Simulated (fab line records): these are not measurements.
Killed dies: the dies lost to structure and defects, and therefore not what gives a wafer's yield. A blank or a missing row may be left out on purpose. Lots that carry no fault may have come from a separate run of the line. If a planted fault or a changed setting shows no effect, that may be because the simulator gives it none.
8D (eight disciplines) problem report, filled in by code    flow sky130    the parts of the form that need people (team, actions taken, sign-off) are left out

== 1. WHAT WENT WRONG ==
At SKY_VIA3_CMP_24, overpolish_run_s averages 0.041 s over 6 wafers from 2 lots, while fault-free wafers read 20.002 s, standard deviation 0.0095. That is -99 or more standard deviations from the usual mean.
The step: polishes, stops on SiO2, t overpolish 20 s, target thk 0 nm.
Earliest sighting: wafer L582.1 on cmp-02 at day 43 01:25. At this step, 42 wafers from 14 lots have a number in the record. By rule, "out" or "out of limits" means more than 4 standard deviations away from the usual mean. Any other wafer with a number is counted as sound.

== 2. WHAT IT IS AND WHAT IT IS NOT ==
question                     is                                    is not
which readings at this step  overpolish_run_s, time_to_endpoint_s  motor_current_A
which lots                   L582, L583                            L572, L574, L577, L578, L586, L588, L589, L590, L591, L592, L594, L595
which wafers of those lots   all that have a number                -
read on which tools          cmp-02                                cmp-01
when                         from day 43 01:25                     up to then (12 sound wafers); but 24 sound wafers of L586, L588, L589, L590, L591, L592, L594, L595 came after

== 3. WHAT RULES OUT EACH SUSPECT ==
Counting: a tool stays on the suspect list if, at a process step up to the reading, it processed all lots that are out and no sound lot following the first of them.
- cmp-02 at SKY_VIA3_CMP_02 (polishes SiO2): ruled out as a lasting fault. After its first lot that is out, L582 (day 41 23:26), sound lots L589, L588, L592, L594, L595 ran on it.
- cmp-02 at SKY_VIA3_CMP_24 (polishes, stops on SiO2, t overpolish 20 s, target thk 0 nm): kept. Every lot that is out went through it, starting with L582 (day 43 01:25), and after that it ran no sound lot; the last sound lot it ran before then is L574 (day 40 06:36). Its own overpolish_run_s, time_to_endpoint_s readings are out on those wafers.
Remaining after the count: cmp-02 at SKY_VIA3_CMP_24.

== 4. THE CAUSE (what the simulator had put in) ==
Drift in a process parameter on cmp-02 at SKY_VIA3_CMP_24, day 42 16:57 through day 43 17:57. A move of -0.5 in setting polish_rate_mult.
This tool alone remained once counting was done.

== 5. THE CHAIN OF EFFECTS, in route order ==
Each row: a reading where the mean over the struck wafers with a number is more than 3 standard deviations away from the usual. Only readings whose record carries a usual standard deviation are examined. hours: median over the lots of the time between each lot's start at the first step of this table that gives one and its start at this step. sigmas: the change, counted in usual standard deviations.
hours  step             reading             usual     on struck wafers  change   sigmas
0      SKY_VIA3_CMP_24  overpolish_run_s    20.002 s  0.041             -19.961  -99 or more
0      SKY_VIA3_CMP_24  time_to_endpoint_s  97 s      149               +52      +12
Process steps it contains:
- SKY_VIA3_CMP_24: polishes, stops on SiO2, t overpolish 20 s, target thk 0 nm.

== 6. HOW IT WOULD HAVE BEEN CAUGHT EARLIER ==
In this record no reading fell out of limits until day 43 01:25, 8 hours after the fault had begun at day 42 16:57.
